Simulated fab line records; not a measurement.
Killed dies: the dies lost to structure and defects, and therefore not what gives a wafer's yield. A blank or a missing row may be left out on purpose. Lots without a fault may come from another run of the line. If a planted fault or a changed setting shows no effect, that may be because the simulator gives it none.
fab line records	flow sky130
record lots=15	wafers=45	last-day=50
route steps=708 shown SONOS_ONO@182 POLY_GATE@236 LDD_N@254 LDD_LDN@303 PAD_OPEN@708
lots that met no fault: taken from a fault-free run of the same line
start-h: the number of hours between the record's first day and the start of the first shown wafer of the lot	wait-h: hours since the lot's step before	" same as the row above	L1.1+2: several wafers, shown together as one row	- no value, or no start given	* or withheld: withheld	< > ~ a bound
route shown NAME@n: NAME is a module with steps in the file, n the number in the route of the first one	usual: average and standard deviation across the fault-free wafers	same: alike in all rows	chamber/n: place in a boat	sites: per-site readings	_std_site: how widely they spread, as a standard deviation	_edge_site: the outer-site mean with the inner-site mean subtracted	radius-mm: how far each site lies from the wafer's centre	mask NAME#n: copy n	behind: the most recent tool/chamber to have shaped the wafer	hold: the reason the lot was held/the length of the hold in hours/how it ended	device: the transistor (n, p or np) that didn't switch	end of line: the route-end tests of the same wafers	a step with no rows: only its recipe	killed: not the wafer's yield, but the dies lost to structure and defects at the first sort	map: per-die view of a wafer (x killed, . not killed, _ where there is no die)
set.NAME: the setting the step ran with; set.NAME@STEP: the setting that earlier step ran with	model.NAME: the simulator's own value behind a step, which no gauge read
route steps across a sampled set of lots; one table per step, one row per wafer
services: a tool's chamber out of use, with start hour (start-h, from the record's first day; less than 0 if before it), hours out, and reason
## steps
# step SKY_SONOS_ONO_OVL_MEAS_14
# usual SONOS_ONO_OVL=-0.8/1.2
lot.wafer	tool	chamber	start-h	wait-h	SONOS_ONO_OVL[nm]
L434.1	overlay-02	-	297.70	0.1	0.1
L434.3	"	-	"	"	-1.0
L434.5	"	-	"	"	-0.7
L435.1	overlay-02	-	298.19	0.1	-1.7
L435.3	"	-	"	"	-2.1
L435.5	"	-	"	"	-2.1
L436.2	overlay-02	-	323.40	0.1	1.1
L436.4	"	-	"	"	0.4
L436.5	"	-	"	"	-0.6
L438.2	overlay-01	-	334.25	0.1	-0.6
L438.3	"	-	"	"	-0.8
L438.4	"	-	"	"	-1.2
L439.2	overlay-01	-	335.61	0.1	-0.1
L439.3	"	-	"	"	1.6
L439.5	"	-	"	"	0.1
L442.2	overlay-02	-	340.80	0.1	-0.5
L442.3	"	-	"	"	-0.7
L442.4	"	-	"	"	-1.1
L440.3	overlay-02	-	346.11	0.1	0.3
L440.5	"	-	"	"	-1.3
L440.6	"	-	"	"	-1.1
L441.1	overlay-01	-	346.60	0.1	-0.7
L441.3	"	-	"	"	-1.5
L441.4	"	-	"	"	-1.5
L445.1	overlay-02	-	378.10	0.1	-2.4
L445.3	"	-	"	"	-1.1
L445.6	"	-	"	"	-1.2
L450.1	overlay-01	-	415.60	0.1	-2.0
L450.3	"	-	"	"	0.0
L450.6	"	-	"	"	-1.2
L453.2	overlay-02	-	436.97	0.1	-2.6
L453.4	"	-	"	"	-2.5
L453.6	"	-	"	"	-1.9
L454.2	overlay-01	-	455.24	0.1	-1.4
L454.3	"	-	"	"	-1.7
L454.4	"	-	"	"	-2.0
L455.2	overlay-02	-	464.36	0.1	1.1
L455.4	"	-	"	"	1.5
L455.5	"	-	"	"	-0.9
L456.1	overlay-01	-	469.40	0.1	-1.3
L456.5	"	-	"	"	-1.4
L456.6	"	-	"	"	-1.0
L457.2	overlay-01	-	471.84	0.1	0.1
L457.5	"	-	"	"	-1.0
L457.6	"	-	"	"	-0.2
# step SKY_POLY_GATE_CD_MEAS_22
# usual cd-nm=150.0/1.5
lot.wafer	tool	chamber	start-h	wait-h	cd-nm
L434.1	cd-sem-01	-	390.81	0.1	150.7
L434.3	"	-	"	"	148.1
L434.5	"	-	"	"	151.1
L435.1	cd-sem-02	-	390.81	0.1	148.1
L435.3	"	-	"	"	148.4
L435.5	"	-	"	"	150.5
L436.2	cd-sem-02	-	420.06	0.1	152.7
L436.4	"	-	"	"	150.6
L436.5	"	-	"	"	151.4
L438.2	cd-sem-02	-	428.97	0.1	151.1
L438.3	"	-	"	"	150.7
L438.4	"	-	"	"	154.3
L439.2	cd-sem-02	-	433.98	0.1	150.1
L439.3	"	-	"	"	148.8
L439.5	"	-	"	"	150.3
L442.2	cd-sem-02	-	444.32	0.1	150.1
L442.3	"	-	"	"	150.9
L442.4	"	-	"	"	152.3
L440.3	cd-sem-02	-	445.60	0.1	149.2
L440.5	"	-	"	"	146.8
L440.6	"	-	"	"	149.6
L441.1	cd-sem-02	-	446.79	0.1	152.2
L441.3	"	-	"	"	152.3
L441.4	"	-	"	"	151.5
L445.1	cd-sem-01	-	480.22	0.1	148.3
L445.3	"	-	"	"	148.3
L445.6	"	-	"	"	147.8
L450.1	cd-sem-01	-	514.97	0.1	150.4
L450.3	"	-	"	"	150.3
L450.6	"	-	"	"	150.8
L453.2	cd-sem-02	-	538.05	0.1	148.8
L453.4	"	-	"	"	148.2
L453.6	"	-	"	"	147.0
L454.2	cd-sem-02	-	552.96	0.1	149.5
L454.3	"	-	"	"	148.8
L454.4	"	-	"	"	147.5
L455.2	cd-sem-01	-	563.59	0.1	149.1
L455.4	"	-	"	"	148.2
L455.5	"	-	"	"	151.3
L456.1	cd-sem-02	-	569.07	0.1	147.4
L456.5	"	-	"	"	149.9
L456.6	"	-	"	"	148.2
L457.2	cd-sem-02	-	571.61	0.1	148.3
L457.5	"	-	"	"	146.8
L457.6	"	-	"	"	148.8
# step SKY_LDD_N_TW_MEAS_17
# usual LDD_N_TW=2597/21
lot.wafer	tool	chamber	start-h	wait-h	LDD_N_TW
L434.1	film-metro-03	-	422.21	0.1	2587
L434.3	"	-	"	"	2593
L434.5	"	-	"	"	2597
L435.1	film-metro-04	-	422.67	0.1	2567
L435.3	"	-	"	"	2553
L435.5	"	-	"	"	2569
L436.2	film-metro-02	-	451.76	0.1	2606
L436.4	"	-	"	"	2616
L436.5	"	-	"	"	2601
L438.2	film-metro-03	-	461.41	0.1	2612
L438.3	"	-	"	"	2618
L438.4	"	-	"	"	2611
L439.2	film-metro-02	-	465.36	0.1	2618
L439.3	"	-	"	"	2607
L439.5	"	-	"	"	2592
L442.2	film-metro-03	-	475.92	0.1	2614
L442.3	"	-	"	"	2620
L442.4	"	-	"	"	2624
L440.3	film-metro-02	-	477.63	0.1	2609
L440.5	"	-	"	"	2612
L440.6	"	-	"	"	2594
L441.1	film-metro-04	-	478.56	0.1	2577
L441.3	"	-	"	"	2572
L441.4	"	-	"	"	2569
L445.1	film-metro-03	-	511.46	0.1	2626
L445.3	"	-	"	"	2626
L445.6	"	-	"	"	2605
L450.1	film-metro-04	-	546.32	0.1	2600
L450.3	"	-	"	"	2588
L450.6	"	-	"	"	2574
L453.2	film-metro-03	-	569.12	0.1	2579
L453.4	"	-	"	"	2591
L453.6	"	-	"	"	2590
L454.2	film-metro-02	-	583.43	0.1	2598
L454.3	"	-	"	"	2602
L454.4	"	-	"	"	2594
L455.2	film-metro-03	-	593.97	0.1	2612
L455.4	"	-	"	"	2612
L455.5	"	-	"	"	2615
L456.1	film-metro-04	-	599.62	0.1	2564
L456.5	"	-	"	"	2547
L456.6	"	-	"	"	2554
L457.2	film-metro-03	-	602.36	0.1	2607
L457.5	"	-	"	"	2611
L457.6	"	-	"	"	2611
# step SKY_LDD_LDN_CLEAN_14
# recipe chemistry=SC1/SC2	mix=1:4:20	temp-c=70	time-s=150	dry=n2-spin
# usual bath-guard-temp-C=70.0/0.71	bath-heat-duty-pct=14.0/1.3
lot.wafer	tool	chamber	start-h	wait-h	bath-guard-temp-C	bath-heat-duty-pct
L434.1	wet-bench-02	0	545.01	0.1	69.5	13.2
L434.3	"	0	"	"	69.8	15.0
L434.5	"	0	"	"	69.4	14.8
L435.1	wet-bench-01	3	545.22	0.1	70.0	13.2
L435.3	"	3	"	"	70.3	14.4
L435.5	"	3	"	"	69.9	13.9
L436.2	wet-bench-03	3	573.33	0.0	68.5	15.9
L436.4	"	3	"	"	68.9	14.1
L436.5	"	3	"	"	69.1	15.4
L438.2	wet-bench-02	3	581.86	0.0	69.8	14.1
L438.3	"	3	"	"	69.9	15.1
L438.4	"	3	"	"	69.9	13.4
L439.2	wet-bench-01	1	586.38	0.0	70.7	12.1
L439.3	"	1	"	"	71.1	12.3
L439.5	"	1	"	"	70.8	11.7
L442.2	wet-bench-02	0	596.57	0.0	-	-
L442.3	"	0	"	"	-	-
L442.4	"	0	"	"	-	-
L440.3	wet-bench-03	3	598.78	0.0	-	-
L440.5	"	3	"	"	-	-
L440.6	"	3	"	"	-	-
L441.1	wet-bench-02	2	600.18	0.1	-	-
L441.3	"	2	"	"	-	-
L441.4	"	2	"	"	-	-
L445.1	wet-bench-01	0	630.73	0.1	69.8	13.2
L445.3	"	0	"	"	69.7	12.7
L445.6	"	0	"	"	69.7	12.6
L450.1	wet-bench-02	2	664.17	0.1	69.4	14.9
L450.3	"	2	"	"	69.2	15.0
L450.6	"	2	"	"	69.2	14.7
L453.2	wet-bench-03	2	683.32	0.0	70.2	13.9
L453.4	"	2	"	"	70.6	15.7
L453.6	"	2	"	"	70.5	13.6
L454.2	wet-bench-02	3	699.08	0.0	70.2	14.2
L454.3	"	3	"	"	70.2	13.9
L454.4	"	3	"	"	69.8	12.7
L455.2	wet-bench-03	2	707.67	0.0	70.5	13.4
L455.4	"	2	"	"	70.5	13.8
L455.5	"	2	"	"	70.1	12.9
L456.1	wet-bench-03	1	713.43	0.1	70.2	14.6
L456.5	"	1	"	"	70.3	15.6
L456.6	"	1	"	"	70.0	14.9
L457.2	wet-bench-02	3	716.21	0.0	70.4	13.5
L457.5	"	3	"	"	70.0	14.0
L457.6	"	3	"	"	70.2	12.6
# step SKY_PAD_OPEN_PROBE_99
# usual killed_at_M0_to_M3=44/7.3	killed_at_M4_up=3.4/1.7	killed-at-contacts=24/5.3	killed-at-front-end=15/4.1	killed-at-other=0.4/0.68	killed-dies=87/9.5	killed-open=48/7.1	killed-short=39/5.8
# same gross-dies=492	killed-at-back-side=0
lot.wafer	tool	chamber	start-h	wait-h	killed_at_M0_to_M3	killed_at_M4_up	killed-at-contacts	killed-at-front-end	killed-at-other	killed-dies	killed-open	killed-short
L436.2	prober-02	-	1105.06	0.1	37	2	24	13	0	76	40	36
L436.4	prober-02	-	1105.16	0.2	55	5	17	20	0	97	55	40
L436.5	prober-02	-	1105.21	0.2	46	4	11	16	0	77	38	38
L438.2	prober-02	-	1112.75	0.1	46	3	31	17	0	97	54	43
L438.3	prober-02	-	1112.80	0.2	46	3	19	17	0	85	42	42
L438.4	prober-02	-	1112.85	0.2	48	7	23	20	1	99	51	45
L439.2	prober-01	-	1114.25	0.1	47	2	21	20	0	90	48	41
L439.3	prober-01	-	1114.30	0.2	44	3	20	14	0	81	44	37
L439.5	prober-01	-	1114.40	0.2	37	1	16	17	0	71	37	32
L442.2	prober-02	-	1122.45	0.1	35	4	24	24	0	87	47	40
L442.3	prober-02	-	1122.50	0.2	47	1	29	14	0	91	55	36
L442.4	prober-02	-	1122.55	0.2	39	6	22	12	1	80	41	39
L440.3	prober-01	-	1123.94	0.2	33	2	23	19	4	81	42	34
L440.5	prober-01	-	1124.04	0.2	51	4	16	16	1	88	47	39
L440.6	prober-01	-	1124.09	0.2	43	3	18	24	0	88	45	43
L441.1	prober-02	-	1125.34	0.1	45	0	20	26	1	92	53	39
L441.3	prober-02	-	1125.44	0.2	51	5	18	23	0	97	54	43
L441.4	prober-02	-	1125.49	0.2	45	4	21	12	0	82	51	31
L453.2	prober-01	-	1182.70	0.1	49	5	21	15	0	90	50	39
L453.4	prober-01	-	1182.80	0.2	42	6	25	13	0	86	43	43
L453.6	prober-01	-	1182.90	0.2	41	1	27	13	1	83	50	32
L454.2	prober-02	-	1190.44	0.1	34	5	16	17	0	72	35	37
L454.3	prober-02	-	1190.49	0.2	48	2	25	11	1	87	53	32
L454.4	prober-02	-	1190.54	0.2	38	3	33	9	0	83	45	36
L456.1	prober-02	-	1197.30	0.1	40	3	21	7	2	73	39	34
L456.5	prober-02	-	1197.50	0.2	39	3	29	7	1	79	35	44
L456.6	prober-02	-	1197.55	0.2	50	1	36	13	0	100	51	49
# killed by level:class
L436.2 CONTACT:geometric-particle:open=13 VIA1:geometric-particle:open=10 VIA2:geometric-particle:open=6 POLY_GATE:geometric-particle:short=5 LOCAL_INTERCONNECT:geometric-particle:short=5 VIA3:geometric-particle:open=5 CONTACT:geometric-particle:short=4 VIA1:geometric-particle:short=4
L436.4 VIA1:geometric-particle:open=19 VIA3:geometric-particle:open=9 FIELD_ISO:geometric-particle:short=7 CONTACT:geometric-particle:open=7 METAL2:geometric-particle:short=6 VIA2:geometric-particle:open=6 CONTACT:geometric-particle:short=5 LI_CONTACT:geometric-particle:open=4
L436.5 VIA1:geometric-particle:open=11 METAL3:geometric-particle:short=9 VIA1:geometric-particle:short=6 LI_CONTACT:geometric-particle:open=5 VIA2:geometric-particle:open=5 POLY_GATE:geometric-particle:open=4 POLY_GATE:geometric-particle:short=4 METAL2:geometric-particle:short=4
L438.2 CONTACT:geometric-particle:open=11 LI_CONTACT:geometric-particle:open=10 VIA2:geometric-particle:open=9 VIA1:geometric-particle:short=8 VIA1:geometric-particle:open=7 METAL2:geometric-particle:short=6 FIELD_ISO:geometric-particle:short=5 POLY_GATE:geometric-particle:open=5
L438.3 CONTACT:geometric-particle:open=11 VIA1:geometric-particle:open=10 VIA1:geometric-particle:short=9 FIELD_ISO:geometric-particle:open=6 METAL1:geometric-particle:short=6 FIELD_ISO:geometric-particle:short=5 METAL2:geometric-particle:short=5 POLY_GATE:geometric-particle:short=3
L438.4 METAL1:geometric-particle:short=9 VIA2:geometric-particle:open=8 VIA1:geometric-particle:open=8 LI_CONTACT:geometric-particle:open=7 CONTACT:geometric-particle:open=7 FIELD_ISO:geometric-particle:open=5 POLY_GATE:geometric-particle:short=5 VIA3:geometric-particle:open=5
L439.2 VIA1:geometric-particle:open=13 VIA2:geometric-particle:open=7 LI_CONTACT:geometric-particle:open=6 VIA3:geometric-particle:open=6 FIELD_ISO:geometric-particle:short=4 VIA1:geometric-particle:short=4 POLY_GATE:geometric-particle:open=4 CONTACT:geometric-particle:short=4
L439.3 VIA1:geometric-particle:open=12 CONTACT:geometric-particle:open=9 VIA1:geometric-particle:short=6 VIA2:geometric-particle:short=6 VIA3:geometric-particle:open=5 POLY_GATE:geometric-particle:open=4 CONTACT:geometric-particle:short=4 METAL1:geometric-particle:short=4
L439.5 VIA3:geometric-particle:open=8 METAL3:geometric-particle:short=7 VIA1:geometric-particle:open=6 VIA2:geometric-particle:open=5 FIELD_ISO:geometric-particle:open=4 FIELD_ISO:geometric-particle:short=4 POLY_GATE:geometric-particle:short=4 LI_CONTACT:geometric-particle:open=4
L442.2 FIELD_ISO:geometric-particle:short=8 CONTACT:geometric-particle:open=8 VIA3:geometric-particle:open=6 VIA1:geometric-particle:open=6 POLY_GATE:geometric-particle:open=5 METAL2:geometric-particle:short=5 LOCAL_INTERCONNECT:geometric-particle:short=5 POLY_GATE:geometric-particle:short=4
L442.3 VIA3:geometric-particle:open=11 LI_CONTACT:geometric-particle:open=10 CONTACT:geometric-particle:open=9 VIA1:geometric-particle:open=7 METAL2:geometric-particle:short=5 CONTACT:geometric-particle:short=5 VIA2:geometric-particle:open=5 FIELD_ISO:geometric-particle:open=4
L442.4 CONTACT:geometric-particle:open=9 VIA1:geometric-particle:open=8 VIA2:geometric-particle:open=7 VIA3:geometric-particle:open=7 METAL4:geometric-particle:short=6 CONTACT:geometric-particle:short=6 LOCAL_INTERCONNECT:geometric-particle:short=4 METAL1:geometric-particle:short=4
L440.3 CONTACT:geometric-particle:open=12 VIA1:geometric-particle:open=9 VIA2:geometric-particle:open=7 FIELD_ISO:geometric-particle:short=4 LI_CONTACT:geometric-particle:open=4 SPACER:geometric-particle:short=4 METAL1:geometric-particle:short=4 PASSIVATION:coat-microbubble-printed=4
L440.5 VIA1:geometric-particle:open=11 VIA1:geometric-particle:short=8 METAL1:geometric-particle:short=8 METAL2:geometric-particle:short=7 VIA2:geometric-particle:open=7 LI_CONTACT:geometric-particle:open=6 CONTACT:geometric-particle:open=6 VIA3:geometric-particle:open=6
L440.6 VIA1:geometric-particle:open=10 VIA1:geometric-particle:short=7 POLY_GATE:geometric-particle:short=6 LI_CONTACT:geometric-particle:open=6 SPACER:geometric-particle:short=5 CONTACT:geometric-particle:short=5 METAL1:geometric-particle:short=5 VIA3:geometric-particle:open=5
L441.1 LI_CONTACT:geometric-particle:open=10 VIA3:geometric-particle:open=10 VIA2:geometric-particle:open=8 SPACER:geometric-particle:short=7 VIA1:geometric-particle:open=6 SPACER:geometric-particle:open=5 METAL3:geometric-particle:short=5 FIELD_ISO:geometric-particle:open=4
L441.3 VIA1:geometric-particle:open=11 LI_CONTACT:geometric-particle:open=7 CONTACT:geometric-particle:open=6 SPACER:geometric-particle:short=6 METAL1:geometric-particle:short=6 VIA3:geometric-particle:short=6 VIA3:geometric-particle:open=6 POLY_GATE:geometric-particle:open=5
L441.4 VIA1:geometric-particle:open=13 CONTACT:geometric-particle:open=9 VIA3:geometric-particle:open=7 LI_CONTACT:geometric-particle:open=6 VIA2:geometric-particle:open=4 VIA3:geometric-particle:short=4 VIA2:geometric-particle:short=3 SPACER:geometric-particle:short=3
L453.2 VIA1:geometric-particle:open=12 VIA3:geometric-particle:open=8 CONTACT:geometric-particle:open=7 METAL1:geometric-particle:short=7 LOCAL_INTERCONNECT:geometric-particle:short=6 FIELD_ISO:geometric-particle:open=5 VIA2:geometric-particle:open=5 LI_CONTACT:geometric-particle:open=5
L453.4 VIA1:geometric-particle:open=13 VIA1:geometric-particle:short=9 CONTACT:geometric-particle:open=7 FIELD_ISO:geometric-particle:open=6 LI_CONTACT:geometric-particle:open=6 METAL2:geometric-particle:short=5 CONTACT:geometric-particle:short=5 METAL4:geometric-particle:short=5
L453.6 VIA1:geometric-particle:open=14 CONTACT:geometric-particle:open=10 METAL2:geometric-particle:short=7 LI_CONTACT:geometric-particle:open=7 CONTACT:geometric-particle:short=5 VIA3:geometric-particle:open=5 FIELD_ISO:geometric-particle:open=4 LI_CONTACT:geometric-particle:short=4
L454.2 VIA1:geometric-particle:open=7 FIELD_ISO:geometric-particle:open=5 POLY_GATE:geometric-particle:short=5 METAL1:geometric-particle:short=5 VIA3:geometric-particle:open=5 LOCAL_INTERCONNECT:geometric-particle:short=4 CONTACT:geometric-particle:open=4 VIA3:geometric-particle:short=4
L454.3 CONTACT:geometric-particle:open=11 LI_CONTACT:geometric-particle:open=8 VIA1:geometric-particle:open=7 VIA1:geometric-particle:short=7 VIA3:geometric-particle:short=6 VIA2:geometric-particle:open=6 VIA3:geometric-particle:open=6 FIELD_ISO:geometric-particle:open=5
L454.4 CONTACT:geometric-particle:open=15 VIA1:geometric-particle:open=9 METAL1:geometric-particle:short=7 LI_CONTACT:geometric-particle:open=6 CONTACT:geometric-particle:short=6 VIA1:geometric-particle:short=6 VIA3:geometric-particle:open=5 FIELD_ISO:geometric-particle:open=4
L456.1 VIA1:geometric-particle:open=10 CONTACT:geometric-particle:open=9 VIA1:geometric-particle:short=6 METAL1:geometric-particle:short=5 VIA3:geometric-particle:open=5 LI_CONTACT:geometric-particle:open=4 VIA2:geometric-particle:open=4 LOCAL_INTERCONNECT:geometric-particle:short=3
L456.5 LI_CONTACT:geometric-particle:open=7 CONTACT:geometric-particle:short=6 CONTACT:geometric-particle:open=6 METAL1:geometric-particle:short=6 METAL3:geometric-particle:short=6 VIA1:geometric-particle:open=6 VIA2:geometric-particle:open=5 LI_CONTACT:geometric-particle:short=4
L456.6 CONTACT:geometric-particle:open=16 LI_CONTACT:geometric-particle:open=9 METAL2:geometric-particle:short=8 VIA1:geometric-particle:open=8 VIA3:geometric-particle:open=7 VIA1:geometric-particle:short=7 CONTACT:geometric-particle:short=6 METAL1:geometric-particle:short=6
## services
tool	chamber	start-h	hours	kind
wet-bench-03	-	646.32	4.4	pm
## key
first-sign step=SKY_LDD_LDN_CLEAN_14	reading=tool-record	direction=missing
effect none on later readings
met-at SKY_LDD_LDN_CLEAN_14
struck-lots L440,L441,L442
tester-left-out L440,L441,L442
not-acting-at SKY_SONOS_ONO_OVL_MEAS_14,SKY_POLY_GATE_CD_MEAS_22,SKY_LDD_N_TW_MEAS_17
onset-between 581.86 596.57
fault kind=skipped-step-whole	tool=wet-bench-02,wet-bench-03	chamber=-	onset-h=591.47	steps=SKY_LDD_LDN_CLEAN_14	scope=struck-lots-only
# tester-left-out: of these lots the tester's yield and bins aren't shown, on N5 and GAA mostly nor the transistor test; their killed dies are dies lost to structure and defects alone, not to doping, threshold or leakage, so they don't give the yield
